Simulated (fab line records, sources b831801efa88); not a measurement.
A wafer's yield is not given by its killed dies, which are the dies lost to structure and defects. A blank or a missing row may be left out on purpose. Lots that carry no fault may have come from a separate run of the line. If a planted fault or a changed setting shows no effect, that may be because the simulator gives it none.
fab line records    flow sky130    part 2 of 2: steps 27 to 38 of 38
record: lots: 5  wafers: 15  last_day: 50
route steps=708 shown VIA3@594 METAL4@598 CAP2M@603
lots that met no fault: from a run of the same line without faults
start_h: the number of hours between the record's first day and the start of the first shown wafer of the lot    wait_h: hours since the lot's step before    " as in the row above    L1.1+2: a row that stands for several wafers    - no value present, or no start provided    * or withheld: withheld    < > ~ a bound
route shown NAME@n: a module of which the file shows steps, and the number in the route of the first    usual: mean/standard deviation taken from wafers without a fault    same: alike in all rows    chamber/n: place in a boat    sites: each site's reading    _std_site: standard deviation across them    _edge_site: mean of outer sites minus mean of inner sites    radius_mm: for every site, how far away it sits from the centre of the wafer    mask NAME#n: copy n    behind: the last tool/chamber to shape the wafer    hold: what put the lot on hold/how long, in hours/how the hold closed    device: names the non-switching transistor (n, p or np)    end of line: the same wafers' tests at the end of the route    a step without rows: its recipe alone    killed: at the first sort, the dies lost to defects and structure; wafer yield is something else    map: a wafer's dies, marking killed ones x, the rest . and places with no die _
set.NAME: the setting the step ran with; set.NAME@STEP: the setting that earlier step ran with    model.NAME: the simulator's own value behind a step, which no gauge read
a table for each step, a row for each wafer; lots at some steps of the route
services: from which hour (start_h, from the record's first day; less than 0 if before it) a tool's chamber was out of use, for how many hours, and why
== steps ==
step: SKY_CAP2M_CLEAN_17
recipe: chemistry: O3/DIW  dry: n2_spin
lot.wafer   tool          chamber  start_h  wait_h
L083.2+3+4  wet_bench-03  2        1026.81  0.0
L088.1+2+6  wet_bench-02  1        1058.03  0.0
L091.1+3+5  wet_bench-02  3        1076.20  0.0
L093.2+4+5  wet_bench-03  2        1084.97  0.0
L096.2+3+5  wet_bench-03  0        1107.80  0.0
step: SKY_METAL4_DEHYDRATE_05
recipe: temp_c: 200  time_s: 60
lot.wafer   tool            chamber  start_h  wait_h
L083.2+3+4  litho_track-04  0        1037.68  10.8
L088.1+2+6  litho_track-02  0        1068.18  10.1
L091.1+3+5  litho_track-01  0        1086.86  10.6
L093.2+4+5  litho_track-02  0        1094.76  9.7
L096.2+3+5  litho_track-01  0        1116.84  8.9
step: SKY_METAL4_HMDS_06
recipe: prime_time_s: 60  prime_temp_c: 120
lot.wafer   tool            chamber  start_h  wait_h
L083.2+3+4  litho_track-04  0        1037.83  0.1
L088.1+2+6  litho_track-02  0        1068.33  0.1
L091.1+3+5  litho_track-01  0        1087.01  0.1
L093.2+4+5  litho_track-02  0        1094.91  0.1
L096.2+3+5  litho_track-01  0        1116.99  0.1
step: SKY_METAL4_COAT_07
recipe: resist: BARC  temp_c: withheld  time_s: withheld  spin_rpm: 3000  resist_thk_nm: 60
usual: dispense_pressure_kPa: 48/3.9  spin_speed_rpm: 2999.8/1.9
lot.wafer  tool            chamber  start_h  wait_h  dispense_pressure_kPa  spin_speed_rpm
L083.2     litho_track-04  0        1037.98  0.1     43                     3003.9
L083.3     "               0        "        "       43                     3002.3
L083.4     "               0        "        "       43                     3002.4
L088.1     litho_track-02  0        1068.48  0.1     48                     2999.7
L088.2     "               0        "        "       48                     2998.7
L088.6     "               0        "        "       48                     2999.1
L091.1     litho_track-01  0        1087.16  0.1     53                     3004.5
L091.3     "               0        "        "       53                     2997.3
L091.5     "               0        "        "       53                     3001.9
L093.2     litho_track-02  0        1095.06  0.1     48                     2998.7
L093.4     "               0        "        "       48                     3000.5
L093.5     "               0        "        "       48                     2996.6
L096.2     litho_track-01  0        1117.14  0.1     53                     3002.2
L096.3     "               0        "        "       53                     2998.9
L096.5     "               0        "        "       53                     3000.3
step: SKY_METAL4_COAT_08
recipe: resist: KrF-thick  spin_rpm: 3000  resist_thk_nm: 1140
usual: dispense_pressure_kPa: 48/3.9  spin_speed_rpm: 2999.8/2.2
lot.wafer  tool            chamber  start_h  wait_h  dispense_pressure_kPa  spin_speed_rpm
L083.2     litho_track-04  0        -        -       43                     3000.0
L083.3     "               0        "        "       43                     2998.1
L083.4     "               0        "        "       43                     2995.3
L088.1     litho_track-02  0        -        -       48                     2998.4
L088.2     "               0        "        "       48                     2998.1
L088.6     "               0        "        "       48                     3000.3
L091.1     litho_track-01  0        -        -       53                     3000.9
L091.3     "               0        "        "       53                     2997.7
L091.5     "               0        "        "       53                     2998.6
L093.2     litho_track-02  0        -        -       48                     2995.5
L093.4     "               0        "        "       48                     2997.5
L093.5     "               0        "        "       48                     2996.5
L096.2     litho_track-01  0        -        -       53                     3002.3
L096.3     "               0        "        "       53                     2999.1
L096.5     "               0        "        "       53                     3001.6
step: SKY_METAL4_SOFTBAKE_09
recipe: temp_c: 100  time_s: 90  resist: KrF-thick
lot.wafer   tool            chamber  start_h  wait_h
L083.2+3+4  litho_track-04  0        -        -
L088.1+2+6  litho_track-02  0        -        -
L091.1+3+5  litho_track-01  0        -        -
L093.2+4+5  litho_track-02  0        -        -
L096.2+3+5  litho_track-01  0        -        -
step: SKY_METAL4_EXPOSE_10
recipe: mask_id: MM4  na: 0.68  source_shape: annular  sigma_inner: 0.4  sigma_outer: 0.8  target_cd_nm: 300  dose_mj: 28
usual: focus_offset_nm: 0.0/0.53  reticle_temp_C: 23.00/0.11
lot.wafer  tool            chamber  start_h  wait_h  mask   focus_offset_nm  reticle_temp_C
L083.2     krf_scanner-02  0        -        -       MM4#0  -0.4             23.09
L083.3     "               0        "        "       MM4#0  0.0              23.15
L083.4     "               0        "        "       MM4#0  -0.7             23.07
L088.1     krf_scanner-01  0        -        -       MM4#0  -0.5             23.15
L088.2     "               0        "        "       MM4#0  -0.5             23.06
L088.6     "               0        "        "       MM4#0  -0.7             22.92
L091.1     krf_scanner-02  0        -        -       MM4#0  -0.2             22.97
L091.3     "               0        "        "       MM4#0  -0.4             22.80
L091.5     "               0        "        "       MM4#0  -0.6             22.89
L093.2     krf_scanner-01  0        -        -       MM4#0  -0.1             22.88
L093.4     "               0        "        "       MM4#0  -0.2             23.11
L093.5     "               0        "        "       MM4#0  0.1              23.06
L096.2     krf_scanner-01  0        -        -       MM4#0  0.9              22.99
L096.3     "               0        "        "       MM4#0  -0.3             22.94
L096.5     "               0        "        "       MM4#0  -0.4             22.94
step: SKY_METAL4_PEB_11
recipe: peb_temp_c: withheld  peb_time_s: withheld  resist: KrF-thick
lot.wafer   tool            chamber  start_h  wait_h
L083.2+3+4  litho_track-01  0        -        -
L088.1+2+6  litho_track-01  0        -        -
L091.1+3+5  litho_track-01  0        -        -
L093.2+4+5  litho_track-04  0        -        -
L096.2+3+5  litho_track-04  0        -        -
step: SKY_METAL4_DEVELOP_12
recipe: develop_time_s: 60  resist: KrF-thick  dev_temp_c: 21
lot.wafer   tool            chamber  start_h  wait_h
L083.2+3+4  litho_track-01  0        -        -
L088.1+2+6  litho_track-01  0        -        -
L091.1+3+5  litho_track-01  0        -        -
L093.2+4+5  litho_track-04  0        -        -
L096.2+3+5  litho_track-04  0        -        -
step: SKY_METAL4_CD_MEAS_13
recipe: target_cd_nm: 300
usual: cd_nm: 300.2/1.5
lot.wafer  tool       chamber  start_h  wait_h  cd_nm
L083.2     cd_sem-01  -        1049.18  -       299.0
L083.3     "          -        "        "       299.3
L083.4     "          -        "        "       301.3
L088.1     cd_sem-01  -        1078.61  -       303.4
L088.2     "          -        "        "       303.5
L088.6     "          -        "        "       303.3
L091.1     cd_sem-02  -        1097.21  -       299.1
L091.3     "          -        "        "       298.0
L091.5     "          -        "        "       297.4
L093.2     cd_sem-01  -        1105.98  -       299.2
L093.4     "          -        "        "       298.2
L093.5     "          -        "        "       299.9
L096.2     cd_sem-01  -        1127.83  -       299.3
L096.3     "          -        "        "       298.5
L096.5     "          -        "        "       298.8
step: SKY_METAL4_OVL_MEAS_14
usual: METAL4_OVL: 6/6.6
lot.wafer  tool        chamber  start_h  wait_h  METAL4_OVL[nm]
L083.2     overlay-02  -        1049.29  0.1     17
L083.3     "           -        "        "       16
L083.4     "           -        "        "       11
L088.1     overlay-02  -        1078.73  0.1     7
L088.2     "           -        "        "       12
L088.6     "           -        "        "       11
L091.1     overlay-02  -        1097.33  0.1     10
L091.3     "           -        "        "       6
L091.5     "           -        "        "       4
L093.2     overlay-01  -        1106.08  0.1     4
L093.4     "           -        "        "       7
L093.5     "           -        "        "       6
L096.2     overlay-02  -        1127.93  0.1     16
L096.3     "           -        "        "       12
L096.5     "           -        "        "       16
step: SKY_METAL4_DESCUM_15
recipe: chemistry: O2  source_power_w: 150  bias_power_w: 0  pressure_mtorr: 10  temp_c: 40  time_s: 8
usual: drypump_motor_current_A: 5.65/0.22  oes_product_au: 1.003/0.007
lot.wafer  tool          chamber  start_h  wait_h  drypump_motor_current_A  oes_product_au  rf_hours_counter_h
L083.2     rie_metal-03  0        1049.32  0.0     5.94                     0.993           21
L083.3     "             1        "        "       5.68                     0.993           -
L083.4     "             0        "        "       5.95                     0.990           -
L088.1     rie_metal-03  0        1078.77  0.0     5.93                     1.009           23
L088.2     "             0        "        "       5.95                     0.996           -
L088.6     "             0        "        "       5.95                     0.992           -
L091.1     rie_metal-02  1        1097.37  0.0     5.48                     1.016           24
L091.3     "             0        "        "       5.46                     1.006           -
L091.5     "             0        "        "       5.45                     1.007           -
L093.2     rie_metal-03  0        1106.11  0.0     5.91                     1.002           26
L093.4     "             0        "        "       5.90                     1.010           -
L093.5     "             0        "        "       5.92                     1.010           -
L096.2     rie_metal-02  0        1127.96  0.0     5.46                     1.006           16
L096.3     "             1        "        "       5.44                     1.001           -
L096.5     "             1        "        "       5.44                     1.004           -
== services ==
tool              chamber  start_h  hours  kind
krf_scanner-02    -        984.50   1.3    pm
cmp-01            -        994.39   6.2    repair
cmp-01            -        1000.56  3.0    pm
iline_stepper-01  -        1007.23  1.7    pm
krf_scanner-01    -        1010.97  1.0    pm
cmp-01            -        1012.71  1.3    repair
cvd_w-02          -        1026.85  0.9    repair
rie_metal-01      1        1033.72  3.0    repair
krf_scanner-01    -        1036.63  0.8    pm
wet_bench-03      -        1055.79  3.0    repair
pvd_sputter-04    -        1059.59  7.5    repair
rie_metal-01      0        1066.70  48.3   repair
plasma_asher-03   -        1066.71  4.0    repair
krf_scanner-01    -        1071.33  0.8    repair
rie_metal-01      -        1075.17  28.1   pm
rie_metal-03      1        1075.80  3.2    repair
iline_stepper-01  -        1081.20  2.2    repair
cmp-01            -        1086.22  4.0    pm
wet_bench-01      -        1095.29  3.9    repair
krf_scanner-01    -        1096.22  1.3    repair
wet_bench-01      -        1100.94  5.3    repair
krf_scanner-01    -        1112.30  1.3    pm
iline_stepper-01  -        1120.57  4.4    pm
rie_metal-01      1        1121.36  1.4    repair
